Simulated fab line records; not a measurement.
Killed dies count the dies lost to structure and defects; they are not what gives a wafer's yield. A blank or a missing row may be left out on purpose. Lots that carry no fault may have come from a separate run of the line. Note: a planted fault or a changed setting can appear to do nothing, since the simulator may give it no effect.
fab line records	flow sky130
record lots=6	wafers=18	last-day=50
route steps=708 shown POLY_GATE@236 LDD_N@237
lots that met no fault: taken from a fault-free run of the same line
start-h: start of the lot's first displayed wafer, in hours after the record's first day	wait-h: how many hours have passed since the lot's step before this one	" as in the row above	L1.1+2: one row covering several wafers at once	- no value, or no start given	* or withheld: withheld	< > ~ a bound
route shown NAME@n: names a module that has steps shown in the file, with the first one's number in the route	usual: mean and standard deviation over wafers with no fault	same: alike in all rows	chamber/n: place in a boat	sites: each site's reading	_std_site: how widely they spread, as a standard deviation	_edge_site: mean of outer sites minus mean of inner sites	radius-mm: how far each site lies from the wafer's centre	mask NAME#n: copy n	behind: the most recent tool/chamber to have shaped the wafer	hold: what put the lot on hold/how long, in hours/how the hold closed	device: transistor that didn't switch, given as n, p or np	end of line: the same wafers' tests at the end of the route	where a step has no rows: the recipe by itself	killed: not the wafer's yield, but the dies lost to structure and defects at the first sort	map: a wafer's dies, x killed, . not, _ none there
set.NAME: the setting that was run; set.NAME@STEP: the one run at that earlier step	model.NAME: the simulator's own value behind a step, which no gauge read
lots at some steps of the route; a table a step, a row a wafer
services: when a tool's chamber went out of use (start-h, in hours from the record's first day, below 0 if earlier), for how many hours, and the reason
## steps
# step SKY_POLY_GATE_CD_MEAS_22
# usual cd-nm=150.1/1.8
lot.wafer	tool	chamber	start-h	wait-h	cd-nm
L843.2	cd-sem-02	-	377.48	0.1	149.8
L843.4	"	-	"	"	148.6
L843.6	"	-	"	"	149.4
L851.1	cd-sem-01	-	448.28	0.1	151.4
L851.3	"	-	"	"	150.6
L851.4	"	-	"	"	151.3
L857.1	cd-sem-01	-	490.45	0.1	147.6
L857.2	"	-	"	"	150.1
L857.3	"	-	"	"	151.3
L856.2	cd-sem-02	-	497.38	0.1	152.7
L856.4	"	-	"	"	148.7
L856.6	"	-	"	"	152.1
L858.1	cd-sem-02	-	504.02	0.1	150.4
L858.3	"	-	"	"	149.9
L858.6	"	-	"	"	150.6
L863.1	cd-sem-02	-	546.53	0.1	150.5
L863.5	"	-	"	"	150.5
L863.6	"	-	"	"	153.6
# step SKY_LDD_N_DEHYDRATE_00
# recipe temp-c=200	time-s=60
# step SKY_LDD_N_HMDS_01
# recipe prime-time-s=60	prime-temp-c=120
# step SKY_LDD_N_COAT_02
# recipe resist=NOVOLAK	spin-rpm=3000	resist-thk-nm=300
# step SKY_LDD_N_SOFTBAKE_03
# recipe temp-c=90	time-s=60	resist=NOVOLAK
# step SKY_LDD_N_EXPOSE_04
# recipe mask-id=NTM	target-cd-nm=840	na=0.6	source-shape=conventional	sigma-outer=0.6	dose-mj=110
# step SKY_LDD_N_PEB_05
# recipe temp-c=withheld	time-s=*	resist=NOVOLAK
# step SKY_LDD_N_DEVELOP_06
# recipe develop-time-s=60	dev-temp-c=23
# step SKY_LDD_N_OVL_MEAS_07
# usual LDD_N_OVL=-0.3/1.5
lot.wafer	tool	chamber	start-h	wait-h	LDD_N_OVL[nm]
L843.2	overlay-02	-	406.10	0.1	-0.1
L843.4	"	-	"	"	0.8
L843.6	"	-	"	"	1.5
L851.1	overlay-02	-	478.79	0.1	1.4
L851.3	"	-	"	"	1.0
L851.4	"	-	"	"	1.2
L857.1	overlay-01	-	521.34	0.1	-1.1
L857.2	"	-	"	"	-3.0
L857.3	"	-	"	"	-1.3
L856.2	overlay-01	-	528.10	0.1	-1.4
L856.4	"	-	"	"	-1.9
L856.6	"	-	"	"	-4.3
L858.1	overlay-01	-	534.89	0.1	-0.3
L858.3	"	-	"	"	-0.9
L858.6	"	-	"	"	1.4
L863.1	overlay-02	-	575.65	0.1	0.8
L863.5	"	-	"	"	0.1
L863.6	"	-	"	"	-1.0
# step SKY_LDD_N_IMPLANT_08
# recipe species=As	energy-kev=20	dose-cm2=7.5e+13	tilt-deg=withheld	rotation-deg=23
# step SKY_LDD_N_IMPLANT_09
# recipe species=As	energy-kev=20	dose-cm2=7.5e+13	tilt-deg=withheld	rotation-deg=113
# step SKY_LDD_N_IMPLANT_10
# recipe species=As	energy-kev=20	dose-cm2=7.5e+13	tilt-deg=withheld	rotation-deg=203
# step SKY_LDD_N_IMPLANT_11
# recipe species=As	energy-kev=20	dose-cm2=7.5e+13	tilt-deg=withheld	rotation-deg=293
# usual beam-energy-keV=19.999/0.0061	beam-on-s=9.99/0.19	rotation-deg=292.99/0.049
lot.wafer	tool	chamber	start-h	wait-h	beam-energy-keV	beam-on-s	rotation-deg
L843.2	implanter-03	0	406.60	0.1	19.996	9.58	292.96
L843.4	"	0	"	"	20.000	9.66	292.96
L843.6	"	0	"	"	19.993	9.74	292.99
L851.1	implanter-02	0	479.28	0.1	20.000	9.63	292.98
L851.3	"	0	"	"	20.005	10.37	293.01
L851.4	"	0	"	"	19.999	10.00	292.98
L857.1	implanter-03	-	521.83	0.1	-	-	-
L857.2	"	-	"	"	-	-	-
L857.3	"	-	"	"	-	-	-
L856.2	implanter-04	-	528.61	0.1	-	-	-
L856.4	"	-	"	"	-	-	-
L856.6	"	-	"	"	-	-	-
L858.1	implanter-04	0	535.38	0.1	19.995	10.22	292.99
L858.3	"	0	"	"	19.989	10.01	293.01
L858.6	"	0	"	"	19.983	9.98	292.97
L863.1	implanter-02	0	578.66	0.1	20.012	10.02	292.97
L863.5	"	0	"	"	19.996	10.08	292.99
L863.6	"	0	"	"	20.005	10.04	292.99
# step SKY_LDD_N_IMPLANT_12
# recipe species=BF2	energy-kev=50	dose-cm2=5e+12	tilt-deg=30	rotation-deg=0
# step SKY_LDD_N_IMPLANT_13
# recipe species=BF2	energy-kev=50	dose-cm2=5e+12	tilt-deg=30	rotation-deg=90
# step SKY_LDD_N_IMPLANT_14
# recipe species=BF2	energy-kev=50	dose-cm2=5.121e+12	tilt-deg=30	rotation-deg=180
# step SKY_LDD_N_IMPLANT_15
# recipe species=BF2	energy-kev=50	dose-cm2=5e+12	tilt-deg=30	rotation-deg=270
# step SKY_LDD_N_STRIP_16
# recipe chemistry=O2/N2	power-w=1400	pressure-mtorr=1500	platen-temp-c=withheld	o2-flow-sccm=3000	n2-flow-sccm=300	overash-fraction=0.5
# usual drypump-motor-current-A=5.4/0.34	oes-product-au=0.406/0.0042	strip-time-to-endpoint-s=4.309/0.016
# same overash-fraction=0.5
lot.wafer	tool	chamber	start-h	wait-h	drypump-motor-current-A	oes-product-au	rf-hours-counter-h	strip-time-to-endpoint-s
L843.2	plasma-asher-04	0	407.33	0.1	5.6	0.411	59	4.323
L843.4	"	0	"	"	5.6	0.412	-	4.326
L843.6	"	0	"	"	5.6	0.408	-	4.305
L851.1	plasma-asher-01	0	480.03	0.1	5.5	0.404	36	4.302
L851.3	"	0	"	"	5.5	0.404	-	4.284
L851.4	"	1	"	"	5.5	0.412	-	4.286
L857.1	plasma-asher-02	0	522.58	0.1	5.9	0.405	84	4.118
L857.2	"	1	"	"	4.6	0.404	84	4.130
L857.3	"	1	"	"	4.7	0.399	-	4.121
L856.2	plasma-asher-01	0	529.33	0.1	5.5	0.411	41	4.136
L856.4	"	1	"	"	5.5	0.413	-	4.121
L856.6	"	0	"	"	5.5	0.407	-	4.145
L858.1	plasma-asher-01	1	536.13	0.1	5.5	0.402	42	4.313
L858.3	"	1	"	"	5.5	0.413	-	4.315
L858.6	"	0	"	"	5.4	0.409	-	4.282
L863.1	plasma-asher-02	1	579.41	0.1	4.7	0.404	90	4.298
L863.5	"	1	"	"	4.7	0.412	-	4.310
L863.6	"	0	"	"	5.9	0.404	-	4.335
# step SKY_LDD_N_TW_MEAS_17
# usual LDD_N_TW=2589/14
lot.wafer	tool	chamber	start-h	wait-h	LDD_N_TW
L843.2	film-metro-04	-	407.44	0.1	2581
L843.4	"	-	"	"	2602
L843.6	"	-	"	"	2587
L851.1	film-metro-01	-	480.13	0.1	2594
L851.3	"	-	"	"	2598
L851.4	"	-	"	"	2601
L857.1	film-metro-01	-	522.68	0.1	2451
L857.2	"	-	"	"	2457
L857.3	"	-	"	"	2451
L856.2	film-metro-04	-	529.44	0.1	2459
L856.4	"	-	"	"	2470
L856.6	"	-	"	"	2464
L858.1	film-metro-01	-	536.23	0.1	2618
L858.3	"	-	"	"	2594
L858.6	"	-	"	"	2590
L863.1	film-metro-02	-	579.51	0.1	2573
L863.5	"	-	"	"	2560
L863.6	"	-	"	"	2560
## services
tool	chamber	start-h	hours	kind
implanter-02	-	386.75	1.1	repair
implanter-03	-	387.73	2.6	repair
implanter-04	-	396.82	3.8	pm
implanter-02	-	408.91	3.0	repair
plasma-asher-02	-	442.47	2.1	repair
plasma-asher-02	-	452.42	1.6	repair
implanter-04	-	454.38	26.6	pm
implanter-03	-	459.30	2.3	repair
implanter-02	-	468.71	3.8	repair
plasma-asher-04	-	471.13	0.5	repair
plasma-asher-01	-	487.77	3.3	repair
implanter-02	-	508.42	4.0	pm
implanter-02	-	527.32	4.0	repair
implanter-03	-	531.66	2.6	repair
plasma-asher-01	-	547.51	7.4	repair
implanter-04	-	564.33	1.2	repair
## key
first-sign step=SKY_LDD_N_IMPLANT_11	reading=tool-record	direction=missing
effect step=SKY_LDD_N_STRIP_16	reading=strip-time-to-endpoint-s	direction=down	sigmas=11	usual=*	struck=*
effect step=SKY_LDD_N_TW_MEAS_17	reading=LDD_N_TW	direction=down	sigmas=9.3	usual=2589	struck=2459
met-at SKY_LDD_N_IMPLANT_11
struck-wafers L856.2,L856.4,L856.6,L857.1,L857.2,L857.3
later-rows-left-out L856.2,L856.4,L856.6,L857.1,L857.2,L857.3
sort-left-out L856.2,L856.4,L856.6,L857.1,L857.2,L857.3
tester-left-out L856,L857
onset-between 406.60 521.83
fault kind=skipped-step-whole	tool=implanter-03,implanter-04	chamber=-	onset-h=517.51	steps=SKY_LDD_N_IMPLANT_11	scope=struck-lots-only
# tester-left-out: of these lots the tester's yield and bins aren't shown, on N5 and GAA mostly nor the transistor test; their killed dies are dies lost to structure and defects alone, not to doping, threshold or leakage, so they don't give the yield
# sort-left-out: the simulated sort isn't trusted on such a fault, so these wafers' sort isn't shown, and their yield isn't known
# later-rows-left-out: the simulator's readings of these wafers behind a module that went badly wrong aren't trusted and aren't shown, but for the sort
